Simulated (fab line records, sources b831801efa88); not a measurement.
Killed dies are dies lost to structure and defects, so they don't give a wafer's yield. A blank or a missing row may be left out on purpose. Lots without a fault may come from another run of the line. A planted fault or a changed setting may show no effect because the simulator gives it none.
fab line records | flow sky130
record lots=6 wafers=18 last_day=50
route steps=708 shown GATE_OXIDE@201 POLY_GATE@204 RES_PROTECT@206 LDD_N@237 PAD_OPEN@708
lots that met no fault: from a run of the same line without faults
start_h: hours from the record's first day to the start of the lot's first wafer shown | wait_h: hours since the lot's step before | " the same as in the row above | L1.1+2: a row that stands for several wafers | - no value, or no start given | * or withheld: withheld | < > ~ a bound
route shown NAME@n: a module of which the file shows steps, and the number in the route of the first | usual: mean/standard deviation of fault-free wafers | same: alike in all rows | chamber/n: place in a boat | sites: the reading at each site | _std_site: their standard deviation | _edge_site: outer sites' mean less inner sites' | radius_mm: how far each site lies from the wafer's centre | mask NAME#n: copy n | behind: the tool/chamber that last shaped the wafer | hold: why the lot was held/for how many hours/how that ended | device: the transistor (n, p or np) that didn't switch | end of line: the same wafers' tests at the end of the route | a step without rows: its recipe alone | killed: dies lost to structure and defects at the first sort, not the wafer's yield | map: a wafer's dies, x killed, . not, _ none there
set.NAME: the setting as run; set.NAME@STEP: as run at that earlier step | model.NAME: the simulator's own value behind a step, which no gauge read
lots at some steps of the route; a table a step, a row a wafer
services: from which hour (start_h, from the record's first day; less than 0 if before it) a tool's chamber was out of use, for how many hours, and why
## steps
# step SKY_GATE_OXIDE_TW_MEAS_14
# usual GATE_OXIDE_TW=225.6/1.1
# columns lot.wafer tool chamber start_h wait_h GATE_OXIDE_TW
L919.1 film_metro-04 - 353.27 0.1 225.3
L919.5 " - " " 225.8
L919.6 " - " " 224.5
L922.1 film_metro-04 - 375.79 0.1 226.0
L922.3 " - " " 226.8
L922.5 " - " " 227.1
L923.1 film_metro-01 - 377.85 0.1 225.4
L923.2 " - " " 224.0
L923.4 " - " " 225.2
L932.3 film_metro-04 - 455.72 0.1 227.0
L932.4 " - " " 227.3
L932.5 " - " " 225.9
L933.2 film_metro-01 - 460.81 0.1 227.3
L933.3 " - " " 226.2
L933.5 " - " " 227.9
L935.1 film_metro-04 - 476.90 0.1 226.4
L935.3 " - " " 225.3
L935.4 " - " " 225.5
# step SKY_GATE_OXIDE_CLEAN_15
# recipe chemistry=SC1/SC2 mix=1:4:20 temp_c=70 time_s=150 dry=n2_spin
# step SKY_GATE_OXIDE_OXIDATION_16
# recipe temp_c=800 ambient=O2 idle_temp_c=700 ramp_up_c_per_min=10 ramp_down_c_per_min=3 stabilise_s=600 purge_s=300 target_thk_a=35.7 ox_time_s=1915
# step SKY_POLY_GATE_CVD_00
# recipe material=poly-Si target_thk_nm=180 temp_c=620 time_s=720 pressure_mtorr=200
# step SKY_POLY_GATE_THK_MEAS_01
# recipe reads=poly-Si_of_POLY_GATE_CVD_00
# usual POLY_GATE_CVD_00_THK=181.1/1.7
# columns lot.wafer tool chamber start_h wait_h POLY_GATE_CVD_00_THK[nm]
L919.1 film_metro-03 - 357.47 0.0 179.9
L919.5 " - " " 179.0
L919.6 " - " " 179.7
L922.1 film_metro-03 - 380.03 0.0 183.2
L922.3 " - " " 182.5
L922.5 " - " " 182.0
L923.1 film_metro-04 - 384.30 0.0 183.2
L923.2 " - " " 182.2
L923.4 " - " " 182.6
L932.3 film_metro-03 - 459.36 0.0 181.1
L932.4 " - " " 181.6
L932.5 " - " " 181.9
L933.2 film_metro-03 - 464.66 0.0 181.0
L933.3 " - " " 181.1
L933.5 " - " " 179.9
L935.1 film_metro-04 - 480.78 0.0 181.8
L935.3 " - " " 182.2
L935.4 " - " " 183.1
# step SKY_RES_PROTECT_DEHYDRATE_00
# recipe temp_c=200 time_s=60
# step SKY_RES_PROTECT_HMDS_01
# recipe prime_time_s=60 prime_temp_c=120
# step SKY_RES_PROTECT_COAT_02
# recipe resist=NOVOLAK spin_rpm=3000 resist_thk_nm=1140
# step SKY_RES_PROTECT_SOFTBAKE_03
# recipe temp_c=90 time_s=60 resist=NOVOLAK
# step SKY_RES_PROTECT_EXPOSE_04
# recipe mask_id=RPM na=0.6 source_shape=conventional sigma_outer=0.6 polarization=unpolarized target_cd_nm=1270 dose_mj=131
# step SKY_RES_PROTECT_PEB_05
# recipe temp_c=withheld time_s=* resist=NOVOLAK
# step SKY_RES_PROTECT_DEVELOP_06
# recipe resist=NOVOLAK developer=TMAH develop_time_s=60 dev_temp_c=23
# step SKY_POLY_GATE_IMPLANT_02
# recipe species=P energy_kev=30 dose_cm2=7.7e+15 tilt_deg=0
# columns lot.wafer tool chamber start_h wait_h
L919.1+5+6 implanter-02 0 385.45 0.1
L922.1+3+5 implanter-02 0 408.16 0.1
L923.1+2+4 implanter-04 0 413.45 0.1
L932.3+4+5 implanter-04 0 490.60 0.1
L933.2+3+5 implanter-04 0 495.52 0.1
L935.1+3+4 implanter-03 0 511.55 0.1
# step SKY_RES_PROTECT_STRIP_07
# recipe chemistry=O2/N2 power_w=1400 pressure_mtorr=1500 platen_temp_c=withheld o2_flow_sccm=3000 n2_flow_sccm=300 overash_fraction=0.5
# usual drypump_motor_current_A=5.54/0.27 n2_flow_sccm=300.0/0.84 oes_product_au=0.518/0.0048 strip_time_to_endpoint_s=23.30/0.051
# columns lot.wafer tool chamber start_h wait_h drypump_motor_current_A n2_flow_sccm oes_product_au rf_hours_counter_h strip_time_to_endpoint_s
L919.1 plasma_asher-03 1 385.60 0.1 5.70 299.9 0.522 26 23.30
L919.5 " 1 " " 5.73 299.5 0.520 - 23.28
L919.6 " 0 " " 5.63 299.7 0.518 - 23.34
L922.1 plasma_asher-04 1 408.31 0.1 5.35 300.8 0.513 72 23.29
L922.3 " 1 " " 5.38 300.6 0.523 - 23.28
L922.5 " 0 " " 5.12 300.8 0.519 - 23.33
L923.1 plasma_asher-02 0 413.60 0.1 6.02 300.0 0.516 71 23.27
L923.2 " 1 " " 5.36 299.0 0.520 71 23.31
L923.4 " 1 " " 5.38 300.0 0.517 - 23.27
L932.3 plasma_asher-03 0 490.73 0.1 5.59 300.2 0.520 - 23.28
L932.4 " 1 " " 5.71 301.6 0.515 - 23.30
L932.5 " 1 " " 5.70 300.2 0.514 - 23.34
L933.2 plasma_asher-03 1 495.65 0.1 5.68 299.5 0.520 37 23.20
L933.3 " 0 " " 5.60 299.6 0.509 - 23.26
L933.5 " 0 " " 5.62 300.7 0.528 - 23.28
L935.1 plasma_asher-03 0 511.70 0.1 5.59 300.6 0.523 38 23.25
L935.3 " 1 " " 5.69 299.5 0.518 - 23.19
L935.4 " 0 " " 5.61 300.6 0.517 - 23.21
# step SKY_RES_PROTECT_TW_MEAS_08
# usual POLY_GATE_TW=4046/32
# columns lot.wafer tool chamber start_h wait_h POLY_GATE_TW
L919.1 film_metro-02 - 385.70 0.1 4080
L919.5 " - " " 4055
L919.6 " - " " 4083
L922.1 film_metro-01 - 408.41 0.1 4048
L922.3 " - " " 4063
L922.5 " - " " 4053
L923.1 film_metro-01 - 413.70 0.1 4054
L923.2 " - " " 4056
L923.4 " - " " 4047
L932.3 film_metro-03 - 490.82 0.1 4017
L932.4 " - " " 4001
L932.5 " - " " 4007
L933.2 film_metro-01 - 495.76 0.1 4067
L933.3 " - " " 4055
L933.5 " - " " 4076
L935.1 film_metro-01 - 511.80 0.1 4089
L935.3 " - " " 4047
L935.4 " - " " 4066
# step SKY_RES_PROTECT_CLEAN_09
# recipe chemistry=SC1/SC2 mix=1:4:20 temp_c=70 time_s=150 dry=n2_spin
# step SKY_POLY_GATE_CVD_03
# recipe material=Si3N4 precursor=DCS/NH3 target_thk_nm=75 temp_c=770 time_s=1290 pressure_mtorr=250
# step SKY_POLY_GATE_THK_MEAS_04
# recipe reads=Si3N4_of_POLY_GATE_CVD_03
# usual POLY_GATE_CVD_03_THK=74.5/0.51
# columns lot.wafer tool chamber start_h wait_h POLY_GATE_CVD_03_THK[nm]
L919.1 film_metro-03 - 389.50 0.0 74.8
L919.5 " - " " 74.9
L919.6 " - " " 74.7
L922.1 film_metro-04 - 410.97 0.0 74.4
L922.3 " - " " 75.1
L922.5 " - " " 74.8
L923.1 film_metro-01 - 416.37 0.0 73.0
L923.2 " - " " 74.0
L923.4 " - " " 74.1
L932.3 film_metro-04 - 492.29 0.0 74.2
L932.4 " - " " 73.8
L932.5 " - " " 74.4
L933.2 film_metro-04 - 497.23 0.0 75.1
L933.3 " - " " 74.7
L933.5 " - " " 74.1
L935.1 film_metro-01 - 513.27 0.0 75.0
L935.3 " - " " 75.3
L935.4 " - " " 74.6
# step SKY_POLY_GATE_DEHYDRATE_05
# recipe temp_c=200 time_s=60
# step SKY_POLY_GATE_HMDS_06
# recipe prime_time_s=60 prime_temp_c=120
# step SKY_POLY_GATE_COAT_07
# recipe resist=BARC temp_c=withheld time_s=withheld spin_rpm=3000 resist_thk_nm=110
# step SKY_POLY_GATE_COAT_08
# recipe resist=KrF-thick spin_rpm=3000 resist_thk_nm=450
# step SKY_POLY_GATE_SOFTBAKE_09
# recipe temp_c=100 time_s=90 resist=KrF-thick
# step SKY_POLY_GATE_EXPOSE_10
# recipe mask_id=P1M na=0.68 source_shape=conventional sigma_outer=0.6 target_cd_nm=150 dose_mj=28
# step SKY_POLY_GATE_PEB_11
# recipe peb_temp_c=withheld peb_time_s=withheld resist=KrF-thick
# step SKY_POLY_GATE_DEVELOP_12
# recipe develop_time_s=60 resist=KrF-thick dev_temp_c=21
# step SKY_POLY_GATE_CD_MEAS_13
# recipe target_cd_nm=150
# usual cd_nm=150.6/1.2
# columns lot.wafer tool chamber start_h wait_h cd_nm
L919.1 cd_sem-01 - 419.23 - 150.0
L919.5 " - " " 150.3
L919.6 " - " " 150.7
L922.1 cd_sem-01 - 441.35 - 149.8
L922.3 " - " " 149.4
L922.5 " - " " 148.9
L923.1 cd_sem-01 - 446.95 - 151.9
L923.2 " - " " 150.6
L923.4 " - " " 151.7
L932.3 cd_sem-02 - 523.32 - 149.0
L932.4 " - " " 148.8
L932.5 " - " " 149.0
L933.2 cd_sem-01 - 527.97 - 153.1
L933.3 " - " " 151.8
L933.5 " - " " 153.0
L935.1 cd_sem-01 - 543.15 - 150.5
L935.3 " - " " 150.9
L935.4 " - " " 152.8
# step SKY_POLY_GATE_OVL_MEAS_14
# usual POLY_GATE_OVL=1/5.7
# columns lot.wafer tool chamber start_h wait_h POLY_GATE_OVL[nm]
L919.1 overlay-02 - 419.35 0.1 8
L919.5 " - " " 14
L919.6 " - " " 7
L922.1 overlay-01 - 441.47 0.1 2
L922.3 " - " " -9
L922.5 " - " " -8
L923.1 overlay-02 - 447.07 0.1 2
L923.2 " - " " 5
L923.4 " - " " 3
L932.3 overlay-01 - 523.41 0.1 1
L932.4 " - " " -3
L932.5 " - " " 0
L933.2 overlay-01 - 528.08 0.1 0
L933.3 " - " " 6
L933.5 " - " " 5
L935.1 overlay-01 - 543.27 0.1 -6
L935.3 " - " " -8
L935.4 " - " " -5
# step SKY_POLY_GATE_ETCH_15
# recipe chemistry=N2/H2 target=BARC ion_energy_ev=200 source_w=500 bias_w=100 pressure_mtorr=30 n2_flow_sccm=100 h2_flow_sccm=200 stop_on=SiO2 time_s=118.5 target_depth_a=1100
# usual drypump_motor_current_A=5.7/0.47 h2_flow_sccm=200.0/0.61 n2_flow_sccm=100.0/0.3 oes_product_au=0.716/0.0048 throttle_valve_pct=13.215/0.0089
# columns lot.wafer tool chamber start_h wait_h drypump_motor_current_A h2_flow_sccm n2_flow_sccm oes_product_au rf_hours_counter_h throttle_valve_pct
L919.1 rie_diel-04 0 419.39 0.0 5.1 200.2 100.5 0.722 100 13.204
L919.5 " 1 " " 5.8 199.2 99.7 0.721 - 13.217
L919.6 " 2 " " 5.1 200.2 100.4 0.714 - 13.217
L922.1 rie_diel-02 1 441.51 0.0 5.0 200.4 100.4 0.714 26 13.210
L922.3 " 3 " " 5.0 199.6 100.6 0.717 46 13.222
L922.5 " 1 " " 5.0 200.1 100.2 0.717 - 13.200
L923.1 rie_diel-02 2 447.11 0.0 5.9 200.3 99.9 0.725 21 13.213
L923.2 " 3 " " 5.0 199.5 99.9 0.721 46 13.212
L923.4 " 0 " " 5.4 199.7 100.3 0.715 78 13.235
L932.3 rie_diel-03 0 523.44 0.0 6.2 200.2 100.2 0.714 12 13.210
L932.4 " 3 " " 6.0 199.4 99.8 0.715 12 13.215
L932.5 " 2 " " 6.2 200.9 99.5 0.708 - 13.222
L933.2 rie_diel-02 2 528.11 0.0 5.9 199.7 99.8 0.719 23 13.223
L933.3 " 1 " " 5.0 199.7 99.5 0.722 28 13.222
L933.5 " 0 " " 5.4 200.3 100.1 0.717 - 13.215
L935.1 rie_diel-03 1 543.31 0.0 5.6 200.8 99.8 0.721 9 13.201
L935.3 " 2 " " 6.2 199.7 99.9 0.725 17 13.217
L935.4 " 3 " " 6.0 199.2 99.8 0.720 13 13.210
# step SKY_POLY_GATE_ETCH_16
# recipe stop_on=poly-Si chemistry=CH3F/O2 target=Si3N4 source_w=400 bias_w=80 pressure_mtorr=25 ch3f_flow_sccm=40 O2_flow_sccm=30 time_s=147.5 target_depth_a=750
# usual drypump_motor_current_A=5.6/0.47 oes_product_au=0.638/0.0044 throttle_valve_pct=10.535/0.0096
# columns lot.wafer tool chamber start_h wait_h drypump_motor_current_A oes_product_au rf_hours_counter_h throttle_valve_pct
L919.1 rie_diel-04 0 419.47 0.0 5.1 0.640 100 10.521
L919.5 " 1 " " 5.8 0.636 - 10.531
L919.6 " 2 " " 5.1 0.640 - 10.519
L922.1 rie_diel-02 1 441.59 0.0 5.0 0.639 26 10.522
L922.3 " 3 " " 5.0 0.643 46 10.541
L922.5 " 1 " " 5.0 0.644 - 10.531
L923.1 rie_diel-02 2 447.19 0.0 6.0 0.633 21 10.546
L923.2 " 3 " " 5.0 0.641 46 10.532
L923.4 " 0 " " 5.3 0.647 78 10.538
L932.3 rie_diel-03 0 523.52 0.0 6.2 0.637 12 10.508
L932.4 " 3 " " 6.0 0.635 12 10.535
L932.5 " 2 " " 6.2 0.647 - 10.548
L933.2 rie_diel-02 2 528.19 0.0 6.0 0.645 23 10.528
L933.3 " 1 " " 5.0 0.641 28 10.530
L933.5 " 0 " " 5.3 0.634 - 10.533
L935.1 rie_diel-03 1 543.39 0.0 5.6 0.639 9 10.550
L935.3 " 2 " " 6.2 0.644 17 10.551
L935.4 " 3 " " 6.0 0.638 13 10.545
# step SKY_POLY_GATE_ETCH_17
# recipe target_depth_nm=180 stop_on=SiO2 over_etch_frac=0.56667 chemistry=HBr/Cl2 target=poly-Si icp_w=400 bias_w=100 pressure_mtorr=10 HBr_flow_sccm=150 Cl2_flow_sccm=50 time_s=70.5
# usual drypump_motor_current_A=5.8/0.53 oes_product_au=0.990/0.0069 throttle_valve_pct=33.684/0.0097
# same over_etch_frac=0.56667
# columns lot.wafer tool chamber start_h wait_h drypump_motor_current_A oes_product_au rf_hours_counter_h throttle_valve_pct
L919.1 rie_si-02 2 419.57 0.0 5.8 0.982 5 33.702
L919.5 " 0 " " 6.1 0.974 - 33.684
L919.6 " 1 " " 5.3 0.986 - 33.683
L922.1 rie_si-01 1 441.69 0.0 5.4 0.996 45 33.671
L922.3 " 2 " " 6.6 0.996 0 33.698
L922.5 " 0 " " 6.1 0.993 - 33.665
L923.1 rie_si-01 1 447.29 0.0 5.4 0.999 45 33.684
L923.2 " 0 " " 6.0 0.992 5 33.679
L923.4 " 2 " " 6.6 0.992 0 33.706
L932.3 rie_si-02 2 523.62 0.0 5.8 0.978 5 33.688
L932.4 " 0 " " 6.1 0.991 3 33.676
L932.5 " 1 " " 5.3 0.981 - 33.682
L933.2 rie_si-01 0 528.29 0.0 6.0 0.995 5 33.671
L933.3 " 2 " " 6.6 0.987 0 33.681
L933.5 " 0 " " 6.0 0.989 - 33.681
L935.1 rie_si-01 0 543.49 0.0 6.0 0.998 5 33.692
L935.3 " 2 " " 6.6 0.991 0 33.698
L935.4 " 2 " " 6.6 0.997 - 33.682
# step SKY_POLY_GATE_STRIP_18
# recipe chemistry=O2/N2 power_w=1400 pressure_mtorr=1500 platen_temp_c=withheld o2_flow_sccm=3000 n2_flow_sccm=300 overash_fraction=0.5
# usual drypump_motor_current_A=5.4/0.35 n2_flow_sccm=300.0/0.86 oes_product_au=0.360/0.0048 strip_time_to_endpoint_s=3.16/0.032
# columns lot.wafer tool chamber start_h wait_h drypump_motor_current_A n2_flow_sccm oes_product_au rf_hours_counter_h strip_time_to_endpoint_s
L919.1 plasma_asher-02 1 419.62 0.0 5.3 302.3 0.358 72 3.15
L919.5 " 1 " " 5.3 299.3 0.359 - 3.16
L919.6 " 0 " " 6.0 300.0 0.355 - 3.16
L922.1 plasma_asher-04 1 441.74 0.0 5.4 299.1 0.359 75 3.13
L922.3 " 0 " " 5.1 298.8 0.361 - 3.20
L922.5 " 0 " " 5.1 299.0 0.363 - 3.13
L923.1 plasma_asher-04 0 447.34 0.0 5.1 299.7 0.358 76 3.19
L923.2 " 1 " " 5.4 300.3 0.366 76 3.20
L923.4 " 1 " " 5.4 300.1 0.356 - 3.23
L932.3 plasma_asher-01 0 523.71 0.1 5.4 300.9 0.357 - 3.17
L932.4 " 1 " " 4.9 300.4 0.358 - 3.16
L932.5 " 0 " " 5.4 298.7 0.364 - 3.16
L933.2 plasma_asher-02 1 528.34 0.0 5.3 299.3 0.355 10 3.13
L933.3 " 1 " " 5.3 298.3 0.365 - 3.14
L933.5 " 0 " " 6.1 300.5 0.359 - 3.17
L935.1 plasma_asher-01 0 543.54 0.0 5.4 299.6 0.362 73 3.13
L935.3 " 0 " " 5.4 299.4 0.364 - 3.16
L935.4 " 1 " " 4.9 300.3 0.359 - 3.17
# step SKY_POLY_GATE_CLEAN_19
# recipe chemistry=SC1/SC2 mix=1:4:20 temp_c=70 time_s=150 dry=n2_spin
# step SKY_POLY_GATE_OXIDATION_20
# recipe temp_c=850 ambient=O2 stabilise_s=600 purge_s=300 target_thk_a=40 ox_time_s=899
# step SKY_POLY_GATE_THK_MEAS_21
# recipe reads=SiO2_of_POLY_GATE_OXIDATION_20
# usual POLY_GATE_OXIDATION_THK=3.97/0.069
# columns lot.wafer tool chamber start_h wait_h POLY_GATE_OXIDATION_THK[nm]
L919.1 film_metro-04 - 421.03 0.0 4.05
L919.5 " - " " 3.91
L919.6 " - " " 3.89
L922.1 film_metro-01 - 443.43 0.0 3.91
L922.3 " - " " 3.97
L922.5 " - " " 4.01
L923.1 film_metro-03 - 448.75 0.0 3.93
L923.2 " - " " 4.04
L923.4 " - " " 4.00
L932.3 film_metro-03 - 526.18 0.0 4.04
L932.4 " - " " 4.03
L932.5 " - " " 4.03
L933.2 film_metro-03 - 529.75 0.0 3.86
L933.3 " - " " 3.99
L933.5 " - " " 3.93
L935.1 film_metro-03 - 544.95 0.0 3.93
L935.3 " - " " 3.95
L935.4 " - " " 3.93
# step SKY_POLY_GATE_CD_MEAS_22
# usual cd_nm=150.7/1.7
# columns lot.wafer tool chamber start_h wait_h cd_nm
L919.1 cd_sem-01 - 421.09 0.1 150.7
L919.5 " - " " 150.7
L919.6 " - " " 150.0
L922.1 cd_sem-01 - 443.49 0.1 149.9
L922.3 " - " " 151.7
L922.5 " - " " 147.9
L923.1 cd_sem-01 - 448.81 0.1 150.1
L923.2 " - " " 150.4
L923.4 " - " " 152.7
L932.3 cd_sem-01 - 526.28 0.1 148.1
L932.4 " - " " 147.4
L932.5 " - " " 150.2
L933.2 cd_sem-01 - 529.83 0.1 153.3
L933.3 " - " " 151.6
L933.5 " - " " 155.6
L935.1 cd_sem-02 - 545.01 0.1 150.8
L935.3 " - " " 152.6
L935.4 " - " " 152.5
# step SKY_LDD_N_DEHYDRATE_00
# recipe temp_c=200 time_s=60
# step SKY_LDD_N_HMDS_01
# recipe prime_time_s=60 prime_temp_c=120
# step SKY_LDD_N_COAT_02
# recipe resist=NOVOLAK spin_rpm=3000 resist_thk_nm=300
# step SKY_LDD_N_SOFTBAKE_03
# recipe temp_c=90 time_s=60 resist=NOVOLAK
# step SKY_LDD_N_EXPOSE_04
# recipe mask_id=NTM target_cd_nm=840 na=0.6 source_shape=conventional sigma_outer=0.6 dose_mj=110
# step SKY_LDD_N_PEB_05
# recipe temp_c=withheld time_s=* resist=NOVOLAK
# step SKY_PAD_OPEN_PROBE_99
# usual killed_at_M0_to_M3=43/6.9 killed_at_M4_up=3.1/1.8 killed_at_contacts=24/5.1 killed_at_front_end=15/4.8 killed_at_other=0.3/0.48 killed_dies=86/8.9 killed_on_rim=18/3.8 killed_open=47/6.8 killed_short=39/6.3
# same gross_dies=492 killed_at_back_side=0
# columns lot.wafer tool chamber start_h wait_h killed_at_M0_to_M3 killed_at_M4_up killed_at_contacts killed_at_front_end killed_at_other killed_dies killed_on_rim killed_open killed_short model.etest.res_poly.rs_ohm_sq_rim_less_centre model.etest.res_poly.rs_ohm_sq_range
L919.1 prober-01 - 1114.70 0.1 43 1 26 16 1 87 18 53 33 -0.5681 1.344
L919.5 prober-01 - 1114.90 0.2 51 0 18 17 1 87 20 53 33 -0.661 1.13
L919.6 prober-01 - 1114.95 0.2 51 3 14 14 0 82 14 40 42 0.7156 1.909
L922.1 prober-01 - 1126.28 0.1 53 3 24 21 0 101 19 55 46 1.636 2.649
L922.3 prober-01 - 1126.38 0.2 40 2 28 12 0 82 20 41 41 0.4259 1.28
L922.5 prober-01 - 1126.48 0.2 25 3 25 15 1 69 17 40 29 1.105 1.586
L923.1 prober-01 - 1127.28 0.1 35 4 26 14 0 79 16 40 38 -0.3115 1.281
L923.2 prober-01 - 1127.33 0.1 50 2 25 13 0 90 22 52 37 -0.6577 1.617
L923.4 prober-01 - 1127.43 0.2 52 2 28 6 0 88 16 47 41 0.3778 1.208
L932.3 prober-01 - 1173.95 0.2 52 8 24 16 0 100 20 47 53 -2.616 2.89
L932.4 prober-01 - 1174.00 0.2 40 5 18 26 0 89 15 50 37 -1.825 2.219
L932.5 prober-01 - 1174.05 0.2 39 5 26 12 0 82 17 47 35 -1.676 2.336
L933.2 prober-02 - 1176.32 0.1 42 4 24 12 0 82 20 41 41 -1.399 1.925
L933.3 prober-02 - 1176.37 0.2 43 1 30 8 0 82 16 45 36 -1.346 2.042
L933.5 prober-02 - 1176.47 0.2 46 3 25 7 1 82 15 46 35 -2.32 2.825
L935.1 prober-02 - 1189.02 0.1 47 3 20 18 0 88 16 42 46 1.763 2.172
L935.3 prober-02 - 1189.12 0.2 58 5 24 13 0 100 20 60 39 0.6054 1.135
L935.4 prober-02 - 1189.17 0.2 42 1 20 18 0 81 15 44 37 1.962 2.308
# killed by level:class
L919.1 CONTACT:geometric_particle:open=13 METAL2:geometric_particle:short=11 VIA1:geometric_particle:open=9 LI_CONTACT:geometric_particle:open=6 VIA2:geometric_particle:open=6 VIA3:geometric_particle:open=6 POLY_GATE:geometric_particle:short=4 POLY_GATE:geometric_particle:open=4
L919.5 VIA1:geometric_particle:open=10 METAL1:geometric_particle:short=8 VIA3:geometric_particle:open=8 LI_CONTACT:geometric_particle:open=7 VIA2:geometric_particle:open=7 CONTACT:geometric_particle:open=6 FIELD_ISO:geometric_particle:short=5 METAL2:geometric_particle:short=5
L919.6 VIA1:geometric_particle:open=7 CONTACT:geometric_particle:open=7 METAL1:geometric_particle:short=7 VIA1:geometric_particle:short=6 METAL2:geometric_particle:short=6 VIA2:geometric_particle:open=5 VIA3:geometric_particle:open=5 POLY_GATE:geometric_particle:short=4
L922.1 VIA3:geometric_particle:open=13 VIA2:geometric_particle:open=10 FIELD_ISO:geometric_particle:short=7 LOCAL_INTERCONNECT:geometric_particle:short=7 LI_CONTACT:geometric_particle:open=7 VIA1:geometric_particle:open=7 FIELD_ISO:geometric_particle:open=6 METAL1:geometric_particle:short=6
L922.3 CONTACT:geometric_particle:open=10 VIA1:geometric_particle:open=9 METAL3:geometric_particle:short=7 LI_CONTACT:geometric_particle:open=6 CONTACT:geometric_particle:short=6 VIA2:geometric_particle:open=6 VIA1:geometric_particle:short=4 FIELD_ISO:geometric_particle:open=3
L922.5 CONTACT:geometric_particle:open=15 METAL2:geometric_particle:short=8 LI_CONTACT:geometric_particle:open=7 FIELD_ISO:geometric_particle:open=4 POLY_GATE:geometric_particle:short=4 VIA1:geometric_particle:open=4 METAL1:geometric_particle:short=4 VIA2:geometric_particle:open=4
L923.1 VIA1:geometric_particle:open=12 CONTACT:geometric_particle:open=9 METAL1:geometric_particle:short=7 FIELD_ISO:geometric_particle:open=6 LI_CONTACT:geometric_particle:short=5 LOCAL_INTERCONNECT:geometric_particle:short=4 CONTACT:geometric_particle:short=4 FIELD_ISO:geometric_particle:short=3
L923.2 VIA1:geometric_particle:open=21 LI_CONTACT:geometric_particle:open=8 VIA1:geometric_particle:short=7 VIA3:geometric_particle:open=6 CONTACT:geometric_particle:open=6 CONTACT:geometric_particle:short=6 POLY_GATE:geometric_particle:short=3 METAL1:geometric_particle:short=3
L923.4 VIA1:geometric_particle:open=13 VIA1:geometric_particle:short=9 LI_CONTACT:geometric_particle:open=8 METAL1:geometric_particle:short=7 CONTACT:geometric_particle:open=6 VIA2:geometric_particle:open=6 VIA3:geometric_particle:open=6 CONTACT:geometric_particle:short=5
L932.3 VIA1:geometric_particle:open=13 METAL2:geometric_particle:short=12 CONTACT:geometric_particle:open=8 POLY_GATE:geometric_particle:short=6 LOCAL_INTERCONNECT:geometric_particle:short=6 VIA3:geometric_particle:open=6 FIELD_ISO:geometric_particle:short=5 CONTACT:geometric_particle:short=5
L932.4 FIELD_ISO:geometric_particle:short=10 VIA1:geometric_particle:open=9 FIELD_ISO:geometric_particle:open=8 VIA3:geometric_particle:open=8 CONTACT:geometric_particle:open=7 LI_CONTACT:geometric_particle:open=7 VIA2:geometric_particle:open=5 POLY_GATE:geometric_particle:short=4
L932.5 CONTACT:geometric_particle:open=16 VIA1:geometric_particle:open=11 VIA2:geometric_particle:open=7 POLY_GATE:geometric_particle:short=4 CONTACT:geometric_particle:short=4 VIA1:geometric_particle:short=4 VIA3:geometric_particle:short=4 FIELD_ISO:geometric_particle:short=3
L933.2 CONTACT:geometric_particle:open=9 VIA1:geometric_particle:open=7 VIA1:geometric_particle:short=7 VIA2:geometric_particle:open=7 METAL1:geometric_particle:short=6 LI_CONTACT:geometric_particle:open=5 CONTACT:geometric_particle:short=4 VIA3:geometric_particle:short=4
L933.3 VIA1:geometric_particle:open=11 CONTACT:geometric_particle:open=10 CONTACT:geometric_particle:short=7 LI_CONTACT:geometric_particle:open=6 VIA1:geometric_particle:short=6 VIA3:geometric_particle:open=4 LI_CONTACT:geometric_particle:short=4 METAL2:geometric_particle:open=4
L933.5 CONTACT:geometric_particle:open=12 VIA1:geometric_particle:open=9 VIA1:geometric_particle:short=8 VIA2:geometric_particle:open=5 LI_CONTACT:geometric_particle:open=4 METAL3:geometric_particle:short=4 VIA3:geometric_particle:open=4 POLY_GATE:geometric_particle:open=3
L935.1 VIA1:geometric_particle:open=8 CONTACT:geometric_particle:open=8 FIELD_ISO:geometric_particle:short=7 VIA2:geometric_particle:open=6 METAL1:geometric_particle:short=6 VIA3:geometric_particle:open=6 VIA1:geometric_particle:short=5 FIELD_ISO:geometric_particle:open=4
L935.3 VIA1:geometric_particle:open=15 CONTACT:geometric_particle:open=12 METAL1:geometric_particle:short=10 VIA3:geometric_particle:open=6 LI_CONTACT:geometric_particle:open=5 METAL2:geometric_particle:short=5 VIA2:geometric_particle:open=5 FIELD_ISO:geometric_particle:open=4
L935.4 VIA1:geometric_particle:open=11 LOCAL_INTERCONNECT:geometric_particle:short=7 VIA2:geometric_particle:open=7 VIA3:geometric_particle:open=5 LI_CONTACT:geometric_particle:open=5 FIELD_ISO:geometric_particle:short=4 POLY_GATE:geometric_particle:short=4 CONTACT:geometric_particle:open=4
## services
# columns tool chamber start_h hours kind
implanter-04 - 378.23 1.1 repair
rie_diel-03 0 383.79 1.6 repair
plasma_asher-01 - 408.61 0.6 repair
rie_si-01 2 419.80 - clean
rie_si-01 2 419.80 17.6 scheduled_down
rie_si-01 2 419.80 17.6 vent_cycle
rie_si-01 1 419.94 1.7 repair
plasma_asher-02 - 421.25 9.0 pm
rie_diel-03 0 432.56 17.5 repair
rie_diel-04 - 434.17 14.6 pm
rie_diel-02 0 435.25 7.2 repair
implanter-03 - 448.23 2.5 repair
rie_diel-04 0 459.46 9.3 repair
rie_diel-03 - 488.35 2.2 repair
implanter-03 - 489.25 5.9 repair
rie_si-02 1 497.89 2.1 repair
rie_si-01 0 505.13 2.0 repair
rie_si-01 3 507.77 - clean
rie_diel-03 3 511.23 3.0 repair
implanter-04 - 518.11 2.1 pm
implanter-02 - 529.13 3.2 pm
rie_diel-03 3 534.69 2.0 repair
implanter-03 - 539.53 0.6 repair
plasma_asher-04 - 542.33 2.8 pm
## key
first_sign none at tools or gauges
model_effect step=SKY_PAD_OPEN_PROBE_99 value=etest.res_poly.rs_ohm_sq_rim_less_centre without=0.6768 struck=-1.864
met_at SKY_POLY_GATE_IMPLANT_02
struck_wafers L932.3,L932.4,L932.5,L933.2,L933.3,L933.5
tester_left_out L932,L933
onset_between 413.45 490.60
fault kind=process_parameter_drift tool=implanter-04 chamber=- onset_h=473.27 steps=SKY_POLY_GATE_IMPLANT_02 channel=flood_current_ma offset=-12 shape=step end_h=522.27
# tester_left_out: of these lots the tester's yield and bins aren't shown, on N5 and GAA mostly nor the transistor test; their killed dies are dies lost to structure and defects alone, not to doping, threshold or leakage, so they don't give the yield
